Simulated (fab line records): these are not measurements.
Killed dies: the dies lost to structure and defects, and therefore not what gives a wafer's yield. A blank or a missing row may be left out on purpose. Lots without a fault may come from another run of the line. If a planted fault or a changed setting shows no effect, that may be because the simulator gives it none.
Matching of chambers -- flow gf180mcu -- GF_CONTACT_CVD_02 on pecvd-04 has 3 sister chambers
The step deposits SiO2 from TEOS, target thk 860 nm, time 95.992 s. 3 wafers are shown with their chamber, then 7 later ones without.

WAFERS, EACH WITH ITS CHAMBER
wafer,chamber,heater-power-w (W)
L624.2,1,713
L624.6,2,530
L626.5,0,600

WAFERS MISSING THEIR CHAMBER
wafer,heater-power-w (W)
L626.6,576
L628.1,670
L628.2,636
L628.4,718
L630.1,728
L630.2,735
L630.5,577

WHICH CHAMBER EACH WENT THROUGH
wafer,from the rows above,in truth
L626.6,can't be placed: 0 or 2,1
L628.1,can't be placed: 1 or 0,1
L628.2,can't be placed: 0 or 1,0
L628.4,1,1
L630.1,1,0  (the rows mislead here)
L630.2,1,1
L630.5,can't be placed: 0 or 2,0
Correctly placed: 2 of 7. From these rows, 4 cannot be placed; in 3 the true chamber is one of the candidates. 1 placed wrongly.
How it was worked out, from the rows above alone: a wafer's distance from a chamber is the root of the sum, over the readings, of the square of ((its reading less the chamber's mean) divided by the reading's scatter). The wafer belongs to the nearest chamber; if the next one is less than 2 further off, it can't be placed. Each chamber's mean is taken over the wafers shown for it. The scatter: root of mean squared gap, hidden wafer to nearest shown wafer, with one shown wafer a chamber.
